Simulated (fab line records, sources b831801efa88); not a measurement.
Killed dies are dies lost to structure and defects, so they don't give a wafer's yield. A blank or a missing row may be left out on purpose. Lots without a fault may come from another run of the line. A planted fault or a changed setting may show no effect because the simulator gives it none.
Which tool did it? | flow gf180mcu | 11 lots, 33 wafers sampled, at 4 steps of a route of 602

WHAT THE GAUGES READ, wafer by wafer
GF_V5_BOW_MEAS_05. Usual: V5_BOW 133 um, standard deviation 7.9.
lot  | measured     | on            | V5_BOW (um) | flag
L409 | day 26 13:40 | film_metro-02 | 131 136 134 |
L410 | day 27 04:35 | film_metro-02 | 149 134 139 |
L411 | day 27 10:21 | film_metro-01 | 131 126 112 |
L412 | day 27 18:40 | film_metro-01 | 141 135 137 |
L413 | day 27 23:33 | film_metro-04 | 122 120 140 |
L414 | day 28 12:44 | film_metro-01 | 140 147 141 |
L417 | day 29 13:25 | film_metro-01 | 130 132 128 |
L422 | day 30 19:58 | film_metro-04 | 137 130 134 |
L423 | day 31 06:05 | film_metro-04 | 139 127 141 |
L425 | day 31 14:47 | film_metro-01 | 132 134 138 |
L427 | day 32 05:44 | film_metro-01 | 131 119 135 |

GF_TOP_METAL_RS_MEAS_05: measures by four-point-probe. Usual: TOP_METAL_ALCU_RS 0.0331 ohm/sq, standard deviation 0.00036.
lot  | measured     | on            | TOP_METAL_ALCU_RS (ohm/sq) | flag
L409 | day 27 11:59 | film_metro-03 | 0.0331 0.0332 0.0330       |
L410 | day 28 02:29 | film_metro-03 | 0.0322 0.0327 0.0327       |
L411 | day 28 07:52 | film_metro-02 | 0.0330 0.0335 0.0330       |
L412 | day 28 16:01 | film_metro-02 | 0.0325 0.0323 0.0326       |
L413 | day 28 20:47 | film_metro-02 | 0.0337 0.0341 0.0330       |
L414 | day 29 09:40 | film_metro-02 | 0.0329 0.0329 0.0327       |
L417 | day 30 10:27 | film_metro-02 | 0.0330 0.0327 0.0330       |
L422 | day 31 16:11 | film_metro-01 | 0.0331 0.0336 0.0335       |
L423 | day 32 01:08 | film_metro-01 | 0.0333 0.0332 0.0333       |
L425 | day 32 10:51 | film_metro-03 | 0.0333 0.0332 0.0337       |
L427 | day 33 00:43 | film_metro-02 | 0.0332 0.0330 0.0332       |

GF_TOP_METAL_OVL_MEAS_15. Usual: TOP_METAL_OVL -1.1 nm, standard deviation 1.2.
lot  | measured     | on         | TOP_METAL_OVL (nm) | flag
L409 | day 28 08:35 | overlay-02 | 1.1 -0.4 0.1       |
L410 | day 28 22:02 | overlay-02 | -1.0 -0.5 0.3      |
L411 | day 29 03:48 | overlay-01 | -0.6 -0.5 -0.1     |
L412 | day 29 10:45 | overlay-02 | -1.0 -2.0 -0.5     |
L413 | day 29 16:08 | overlay-02 | -1.8 -3.0 -2.1     |
L414 | day 30 04:48 | overlay-02 | -2.3 -3.4 -2.9     |
L417 | day 31 04:01 | overlay-02 | -3.4 -3.1 -2.3     |
L422 | day 32 10:09 | overlay-01 | -2.2 -2.1 -0.3     |
L423 | day 32 17:17 | overlay-01 | 0.5 0.2 0.0        |
L425 | day 33 03:41 | overlay-01 | -1.0 0.0 -0.2      |
L427 | day 33 16:51 | overlay-02 | -2.1 -1.4 -0.4     |

WHICH TOOL RAN EACH LOT (tool, then ch and the chambers of the sampled wafers, then the start)
lot  | GF_V4_CVD_23
L409 | cvd_w-01 ch 0, day 24 15:51
L410 | cvd_w-02 ch 0,1, day 25 07:23
L411 | cvd_w-01 ch 0,1, day 25 13:19
L412 | cvd_w-02 ch 0, day 25 22:02
L413 | cvd_w-02 ch 0,1, day 26 04:11
L414 | cvd_w-02 ch 0,1, day 26 16:54
L417 | cvd_w-02 ch 0,1, day 27 20:23
L422 | cvd_w-02 ch 0,1, day 29 04:47
L423 | cvd_w-02 ch 0, day 29 14:15
L425 | cvd_w-01 ch 0,1, day 29 23:24
L427 | cvd_w-01 ch 0,1, day 30 15:24
- GF_V4_CVD_23: deposits W, target thk 350 nm, time 104.9 s.

WHAT THE TOOLS THEMSELVES READ (means of the sampled wafers that have a number; where no wafer has one, the mark that the record gives instead)
GF_V4_CVD_23. Usual: heater_power_w 914 W, standard deviation 100.
lot  | tool     | heater_power_w (W) | flag
L409 | cvd_w-01 | 818                |
L410 | cvd_w-02 | 957                |
L411 | cvd_w-01 | 824                |
L412 | cvd_w-02 | 818                |
L413 | cvd_w-02 | 974                |
L414 | cvd_w-02 | 982                |
L417 | cvd_w-02 | 914                |
L422 | cvd_w-02 | 997                |
L423 | cvd_w-02 | 850                |
L425 | cvd_w-01 | 822                |
L427 | cvd_w-01 | 835                |

THE ANSWER, worked out from the rows above alone
Rule: a lot is off if the mean of its wafers that have a number lies more than 3 standard deviations from the usual mean. A lot without any number at a reading at which 4 lots or more have one is off too. The other lots that the step has rows for count as sound. The gauges are gone through in route order, then the tools' own readings, and for those a lot's mean is taken as printed above. The first step at which some lot is off is used, and at that step the reading that is off furthest; a lot without a number counts as furthest.
No lot is off at any reading shown: from this, nothing can be told.

WHAT THE SIMULATOR HAD PUT IN
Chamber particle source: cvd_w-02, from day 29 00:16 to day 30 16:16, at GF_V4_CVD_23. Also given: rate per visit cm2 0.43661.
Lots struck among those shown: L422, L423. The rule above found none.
